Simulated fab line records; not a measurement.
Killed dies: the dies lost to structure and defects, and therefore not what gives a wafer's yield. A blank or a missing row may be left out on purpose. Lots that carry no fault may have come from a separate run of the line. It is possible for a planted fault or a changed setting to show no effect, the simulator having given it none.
Which tool was responsible?	flow gf180mcu	Sampling: 6 lots, 18 wafers, 2 of 602 route steps

== WHAT THE GAUGES SHOWED, per wafer ==
GF_VT_IMPLANT_OVL_MEAS_07.
lot	measured	on	VT_IMPLANT_OVL (nm)
L797	day 6 06:00	overlay-01	-0.2 0.5 0.6
L799	day 6 19:53	overlay-01	1.0 2.6 1.3
L802	day 7 13:47	overlay-01	0.1 -0.2 0.3
L812	day 10 07:00	overlay-01	- - -
L814	day 11 00:32	overlay-01	1.5 0.2 1.7
L817	day 11 19:05	overlay-02	1.8 0.1 0.9

== TOOL THAT RAN EACH LOT (tool first, then ch and the chambers of the sampled wafers, then the start) ==
lot	GF_VT_IMPLANT_COAT_02
L797	litho track-02 ch 0, day 5 23:02
L799	litho track-03 ch 0, day 6 12:56
L802	litho track-02 ch 0, day 7 06:59
L812	litho track-02, day 9 22:46
L814	litho track-02 ch 0, day 10 14:41
L817	litho track-02 ch 0, day 11 09:14
- GF_VT_IMPLANT_COAT_02: resist thk 1000 nm.

== THE ANSWER, worked out from the rows above alone ==
Rule: usual is defined by the lots themselves. Put in order of their means at a reading, lots are off if they are a third of the lots or fewer, leave a main group of 4 or more, and stand apart from it by a gap of 3 or more times the standard deviation of the main group's means; of several such gaps the widest counts. Not used: any main group whose means are identical at the precision the tables above print for the reading. Also off: a lot with no number at a reading for which 4 or more lots have one. All remaining lots with rows at the step are treated as sound.
Off: L812, at GF_VT_IMPLANT_OVL_MEAS_07 (VT_IMPLANT_OVL). Without a number there: L812. Main group: mean 0.8 nm, sd 0.57.
A tool fits if, at a process step before that reading, it ran every lot that is off, and no sound lot after the first of them. Gauges at GF_VT_IMPLANT_OVL_MEAS_07: tried the same way as those tools. None of those tried fits.

== WHAT THE SIMULATOR PUT IN ==
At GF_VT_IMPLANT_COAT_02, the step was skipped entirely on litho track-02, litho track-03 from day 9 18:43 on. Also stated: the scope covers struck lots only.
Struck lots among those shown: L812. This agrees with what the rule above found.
